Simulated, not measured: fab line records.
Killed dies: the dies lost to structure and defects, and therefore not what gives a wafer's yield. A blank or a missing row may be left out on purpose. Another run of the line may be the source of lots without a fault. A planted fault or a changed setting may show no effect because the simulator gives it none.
fab line records ; flow gf180mcu
[record] lots = 5; wafers = 15; last_day = 34
route steps=602 shown M3@422 V3@429
lots that met no fault: taken from a fault-free run of the same line
start_h: the number of hours between the record's first day and the start of the first shown wafer of the lot ; wait_h: hours since the lot's step before ; " unchanged from the row above ; L1.1+2: one row covering several wafers at once ; - value missing, or start not given ; * or withheld: withheld ; < > ~ a bound
route shown NAME@n: a module of which the file shows steps, and the number in the route of the first ; usual: the fault-free wafers' mean and standard deviation ; same: alike in all rows ; chamber/n: place in a boat ; sites: the reading at each site ; _std_site: the standard deviation of these ; _edge_site: mean of outer sites minus mean of inner sites ; radius_mm: for every site, how far away it sits from the centre of the wafer ; mask NAME#n: copy n ; behind: the most recent tool/chamber to have shaped the wafer ; hold: reason for holding the lot/hours on hold/outcome of the hold ; device: names the non-switching transistor (n, p or np) ; end of line: tests run on the same wafers once the route is complete ; where a step has no rows: the recipe by itself ; killed: not the wafer's yield, but the dies lost to structure and defects at the first sort ; map: per-die view of a wafer (x killed, . not killed, _ where there is no die)
set.NAME: the setting as run; set.NAME@STEP: as run at that earlier step ; model.NAME: the simulator's own value behind a step, which no gauge read
lots at some steps of the route; a table a step, a row a wafer
services: when a tool's chamber went out of use (start_h, in hours from the record's first day, below 0 if earlier), for how many hours, and the reason
[[steps]]
[step GF_M3_DEVELOP_13]
[recipe] develop_time_s = 60; dev_temp_c = 21
[usual] resist_line_temp_C = 23.01/0.12
lot.wafer;tool;chamber;start_h;wait_h;resist_line_temp_C
L076.1;litho_track-03;0;510.15;0.2;23.03
L076.5;litho_track-03;0;510.15;0.2;23.15
L076.6;litho_track-03;0;510.15;0.2;22.96
L081.2;litho_track-02;0;541.05;0.2;23.00
L081.3;litho_track-02;0;541.05;0.2;22.98
L081.4;litho_track-02;0;541.05;0.2;23.07
L082.1;litho_track-02;0;552.92;0.2;23.02
L082.2;litho_track-02;0;552.92;0.2;23.13
L082.6;litho_track-02;0;552.92;0.2;23.22
L085.3;litho_track-01;0;573.02;0.1;22.89
L085.5;litho_track-01;0;573.02;0.1;22.85
L085.6;litho_track-01;0;573.02;0.1;22.93
L097.2;litho_track-03;0;672.62;0.2;23.12
L097.4;litho_track-03;0;672.62;0.2;23.04
L097.5;litho_track-03;0;672.62;0.2;23.03
[step GF_M3_CD_MEAS_14]
[recipe] target_cd_nm = 280
[usual] cd_nm = 279.8/1.1
lot.wafer;tool;chamber;start_h;wait_h;cd_nm
L076.1;cd_sem-02;-;510.30;0.1;279.7
L076.5;cd_sem-02;-;510.30;0.1;279.9
L076.6;cd_sem-02;-;510.30;0.1;279.2
L081.2;cd_sem-02;-;541.20;0.1;280.1
L081.3;cd_sem-02;-;541.20;0.1;280.7
L081.4;cd_sem-02;-;541.20;0.1;280.6
L082.1;cd_sem-02;-;553.07;0.1;279.7
L082.2;cd_sem-02;-;553.07;0.1;279.7
L082.6;cd_sem-02;-;553.07;0.1;280.6
L085.3;cd_sem-01;-;573.16;0.1;277.8
L085.5;cd_sem-01;-;573.16;0.1;277.1
L085.6;cd_sem-01;-;573.16;0.1;277.6
L097.2;cd_sem-02;-;672.77;0.1;276.8
L097.4;cd_sem-02;-;672.77;0.1;277.6
L097.5;cd_sem-02;-;672.77;0.1;278.2
[step GF_M3_OVL_MEAS_15]
[usual] M3_OVL = -1/5.2
lot.wafer;tool;chamber;start_h;wait_h;M3_OVL[nm]
L076.1;overlay-02;-;510.42;0.1;-9
L076.5;overlay-02;-;510.42;0.1;-7
L076.6;overlay-02;-;510.42;0.1;-2
L081.2;overlay-02;-;541.30;0.1;-1
L081.3;overlay-02;-;541.30;0.1;-3
L081.4;overlay-02;-;541.30;0.1;-10
L082.1;overlay-01;-;553.19;0.1;5
L082.2;overlay-01;-;553.19;0.1;2
L082.6;overlay-01;-;553.19;0.1;4
L085.3;overlay-02;-;573.26;0.1;5
L085.5;overlay-02;-;573.26;0.1;2
L085.6;overlay-02;-;573.26;0.1;1
L097.2;overlay-02;-;672.87;0.1;9
L097.4;overlay-02;-;672.87;0.1;1
L097.5;overlay-02;-;672.87;0.1;4
[step GF_M3_METAL_ETCH_16]
[recipe] chemistry = Cl2/BCl3; mask_material = KrF; target_depth_nm = 627.5; stop_on = SiO2; pressure_mtorr = 8; icp_w = 800; bias_w = 140; Cl2_flow_sccm = 80; bcl3_flow_sccm = 40; time_s = 104.6
[usual] drypump_motor_current_A = 5.7/0.33; oes_product_au = 0.973/0.0058; throttle_valve_pct = 28.249/0.009
lot.wafer;tool;chamber;start_h;wait_h;drypump_motor_current_A;oes_product_au;rf_hours_counter_h;throttle_valve_pct
L076.1;rie_metal-04;0;510.45;0.0;5.4;0.978;10;28.245
L076.5;rie_metal-04;0;510.45;0.0;5.4;0.967;-;28.258
L076.6;rie_metal-04;0;510.45;0.0;5.4;0.968;-;28.261
L081.2;rie_metal-04;0;541.33;0.0;5.4;0.974;11;28.255
L081.3;rie_metal-04;1;541.33;0.0;5.0;0.978;-;28.267
L081.4;rie_metal-04;0;541.33;0.0;5.4;0.971;-;28.244
L082.1;rie_metal-04;0;553.23;0.0;5.4;0.975;11;28.249
L082.2;rie_metal-04;1;553.23;0.0;5.0;0.968;1;28.241
L082.6;rie_metal-04;0;553.23;0.0;5.4;0.968;-;28.252
L085.3;rie_metal-02;0;573.32;0.1;6.1;0.977;-;28.241
L085.5;rie_metal-02;1;573.32;0.1;5.8;0.982;-;28.237
L085.6;rie_metal-02;0;573.32;0.1;6.2;0.979;-;28.245
L097.2;rie_metal-04;0;672.90;0.0;5.4;0.978;1;28.242
L097.4;rie_metal-04;1;672.90;0.0;5.0;0.986;-;28.242
L097.5;rie_metal-04;1;672.90;0.0;5.0;0.976;-;28.249
[step GF_M3_STRIP_17]
[recipe] chemistry = O2/N2; power_w = 1400; pressure_mtorr = 1500; platen_temp_c = 250; o2_flow_sccm = 3000; n2_flow_sccm = 300; overash_fraction = 0.5
[usual] drypump_motor_current_A = 5.6/0.55; heater_power_w = 355/59; oes_product_au = 0.558/0.0047; strip_time_to_endpoint_s = 7.87/0.033
lot.wafer;tool;chamber;start_h;wait_h;drypump_motor_current_A;heater_power_w;oes_product_au;rf_hours_counter_h;strip_time_to_endpoint_s
L076.1;plasma_asher-04;1;510.68;0.2;4.7;384;0.555;87;7.84
L076.5;plasma_asher-04;1;510.68;0.2;4.7;383;0.557;-;7.83
L076.6;plasma_asher-04;0;510.68;0.2;5.8;271;0.562;-;7.85
L081.2;plasma_asher-03;1;541.44;0.1;5.8;316;0.559;81;7.83
L081.3;plasma_asher-03;0;541.44;0.1;6.3;346;0.550;-;7.88
L081.4;plasma_asher-03;1;541.44;0.1;5.8;320;0.560;-;7.89
L082.1;plasma_asher-04;0;553.34;0.1;5.8;267;0.559;92;7.87
L082.2;plasma_asher-04;1;553.34;0.1;4.7;384;0.557;92;7.90
L082.6;plasma_asher-04;0;553.34;0.1;5.8;282;0.557;-;7.84
L085.3;plasma_asher-03;0;573.42;0.1;6.3;351;0.562;-;7.85
L085.5;plasma_asher-03;1;573.42;0.1;5.8;320;0.559;-;7.88
L085.6;plasma_asher-03;0;573.42;0.1;6.3;345;0.558;-;7.84
L097.2;plasma_asher-02;1;673.01;0.1;4.9;347;0.561;62;7.89
L097.4;plasma_asher-02;1;673.01;0.1;4.9;351;0.549;-;7.87
L097.5;plasma_asher-02;1;673.01;0.1;4.9;346;0.562;-;7.91
[step GF_M3_STRIP_18]
[recipe] chemistry = post_etch_residue_remover; time_s = 1200; temp_c = 72.5
lot.wafer;tool;chamber;start_h;wait_h
L076.1+5+6;wet_bench-01;2;510.78;0.1
L081.2+3+4;wet_bench-02;1;541.54;0.1
L082.1+2+6;wet_bench-02;3;553.44;0.1
L085.3+5+6;wet_bench-03;3;573.49;0.0
L097.2+4+5;wet_bench-03;2;673.11;0.1
[step GF_M3_CLEAN_19]
[recipe] chemistry = DIW; dry = n2_spin
lot.wafer;tool;chamber;start_h;wait_h
L076.1+5+6;wet_bench-03;1;511.12;0.0
L081.2+3+4;wet_bench-03;3;541.88;0.0
L082.1+2+6;wet_bench-01;1;553.78;0.0
L085.3+5+6;wet_bench-01;1;573.86;0.0
L097.2+4+5;wet_bench-01;0;673.46;0.0
[step GF_V3_CVD_00]
[recipe] material = SiO2; target_thk_nm = 600; sigma_open_frac = 0.3; temp_c = 400; time_s = 100; sih4_flow_sccm = 60; pressure_mtorr = 6
[usual] pressure_mtorr = 6.002/0.012
lot.wafer;tool;chamber;start_h;wait_h;pressure_mtorr
L076.1;hdpcvd-01;1;511.21;0.0;5.988
L076.5;hdpcvd-01;0;511.21;0.0;6.002
L076.6;hdpcvd-01;2;511.21;0.0;6.011
L081.2;hdpcvd-02;2;541.98;0.0;5.999
L081.3;hdpcvd-02;1;541.98;0.0;6.012
L081.4;hdpcvd-02;0;541.98;0.0;5.996
L082.1;hdpcvd-02;2;553.88;0.0;6.004
L082.2;hdpcvd-02;1;553.88;0.0;6.004
L082.6;hdpcvd-02;0;553.88;0.0;6.012
L085.3;hdpcvd-01;2;573.96;0.0;5.998
L085.5;hdpcvd-01;0;573.96;0.0;6.008
L085.6;hdpcvd-01;2;573.96;0.0;6.000
L097.2;hdpcvd-02;1;673.56;0.0;5.999
L097.4;hdpcvd-02;2;673.56;0.0;6.005
L097.5;hdpcvd-02;1;673.56;0.0;6.014
[step GF_V3_THK_MEAS_01]
[recipe] reads = SiO2_of_V3_CVD_00
[usual] V3_CVD_00_THK = 598/5.7
lot.wafer;tool;chamber;start_h;wait_h;V3_CVD_00_THK[nm]
L076.1;film_metro-02;-;511.28;0.0;594
L076.5;film_metro-02;-;511.28;0.0;591
L076.6;film_metro-02;-;511.28;0.0;600
L081.2;film_metro-04;-;542.07;0.0;599
L081.3;film_metro-04;-;542.07;0.0;595
L081.4;film_metro-04;-;542.07;0.0;601
L082.1;film_metro-04;-;553.95;0.0;609
L082.2;film_metro-04;-;553.95;0.0;601
L082.6;film_metro-04;-;553.95;0.0;593
L085.3;film_metro-04;-;574.06;0.1;615
L085.5;film_metro-04;-;574.06;0.1;603
L085.6;film_metro-04;-;574.06;0.1;611
L097.2;film_metro-04;-;673.67;0.1;597
L097.4;film_metro-04;-;673.67;0.1;589
L097.5;film_metro-04;-;673.67;0.1;597
[step GF_V3_CVD_02]
[recipe] material = SiO2; target_thk_nm = 850; precursor = TEOS; temp_c = 400; time_s = 94.851; rf_w = 606.5
[usual] heater_power_w = 630/81
lot.wafer;tool;chamber;start_h;wait_h;heater_power_w
L076.1;pecvd-03;2;511.34;0.1;580
L076.5;pecvd-03;0;511.34;0.1;521
L076.6;pecvd-03;2;511.34;0.1;483
L081.2;pecvd-03;2;542.12;0.0;568
L081.3;pecvd-03;0;542.12;0.0;615
L081.4;pecvd-03;1;542.12;0.0;691
L082.1;pecvd-04;0;554.01;0.1;634
L082.2;pecvd-04;2;554.01;0.1;483
L082.6;pecvd-04;1;554.01;0.1;655
L085.3;pecvd-03;1;574.10;0.0;553
L085.5;pecvd-03;0;574.10;0.0;538
L085.6;pecvd-03;1;574.10;0.0;611
L097.2;pecvd-01;2;673.72;0.0;660
L097.4;pecvd-01;1;673.72;0.0;611
L097.5;pecvd-01;0;673.72;0.0;852
[step GF_V3_THK_MEAS_03]
[recipe] reads = SiO2_of_V3_CVD_02
[usual] V3_CVD_02_THK = 855/10
lot.wafer;tool;chamber;start_h;wait_h;V3_CVD_02_THK[nm]
L076.1;film_metro-01;-;511.41;0.0;845
L076.5;film_metro-01;-;511.41;0.0;859
L076.6;film_metro-01;-;511.41;0.0;867
L081.2;film_metro-02;-;542.20;0.0;853
L081.3;film_metro-02;-;542.20;0.0;840
L081.4;film_metro-02;-;542.20;0.0;866
L082.1;film_metro-01;-;554.08;0.0;849
L082.2;film_metro-01;-;554.08;0.0;844
L082.6;film_metro-01;-;554.08;0.0;850
L085.3;film_metro-01;-;574.19;0.1;851
L085.5;film_metro-01;-;574.19;0.1;864
L085.6;film_metro-01;-;574.19;0.1;872
L097.2;film_metro-01;-;673.80;0.0;838
L097.4;film_metro-01;-;673.80;0.0;854
L097.5;film_metro-01;-;673.80;0.0;865
[step GF_V3_CMP_04]
[recipe] material = SiO2; down_force_psi = 4; platen_rpm = 60; pad_velocity_m_s = 0.94248
[usual] motor_current_A = 10.6/1.1; platen_rpm = 59.99/0.042; time_to_endpoint_s = 82/5.2
lot.wafer;tool;chamber;start_h;wait_h;motor_current_A;platen_rpm;time_to_endpoint_s
L076.1;cmp-02;3;511.62;0.2;11.2;59.95;81
L076.6;cmp-02;0;511.62;0.2;10.7;59.95;90
L076.5;cmp-02;1;511.62;0.2;10.7;60.01;84
L081.3;cmp-02;0;542.25;0.0;10.3;59.99;81
L081.4;cmp-02;1;542.25;0.0;11.5;59.95;86
L081.2;cmp-02;3;542.25;0.0;11.4;59.93;86
L082.1;cmp-02;2;554.19;0.1;11.2;59.99;85
L082.2;cmp-02;0;554.19;0.1;10.6;59.99;87
L082.6;cmp-02;1;554.19;0.1;11.7;59.97;89
L085.3;cmp-01;2;574.33;0.1;9.9;59.99;82
L085.5;cmp-01;0;574.33;0.1;11.3;60.01;87
L085.6;cmp-01;1;574.33;0.1;11.7;60.03;92
L097.2;cmp-02;3;673.85;0.0;11.9;60.01;77
L097.4;cmp-02;0;673.85;0.0;10.9;60.02;85
L097.5;cmp-02;0;673.85;0.0;10.2;60.08;86
[[services]]
tool;chamber;start_h;hours;kind
pecvd-01;0;495.13;10.5;repair
pecvd-03;-;514.77;1.1;repair
pecvd-01;2;515.12;4.4;repair
pecvd-03;-;522.05;0.8;repair
pecvd-03;1;525.64;7.3;repair
cmp-02;-;536.59;1.6;repair
plasma_asher-02;-;537.99;14.6;pm
hdpcvd-01;-;539.25;15.0;pm
cmp-01;-;541.98;2.2;repair
plasma_asher-04;-;543.61;2.6;repair
cmp-01;-;547.17;4.7;pm
wet_bench-02;-;549.35;1.9;pm
cmp-01;-;551.87;5.5;pm
hdpcvd-02;0;564.31;13.1;repair
hdpcvd-02;1;565.22;13.9;repair
cmp-02;-;572.15;4.0;pm
plasma_asher-02;-;572.41;1.2;repair
plasma_asher-03;-;585.55;4.2;repair
hdpcvd-02;2;589.25;9.3;repair
hdpcvd-01;2;602.61;3.7;repair
hdpcvd-02;-;612.39;1.1;repair
cmp-02;-;635.30;8.2;pm
plasma_asher-04;-;662.68;1.1;repair
hdpcvd-02;0;667.99;5.7;repair
[[key]]
fault none
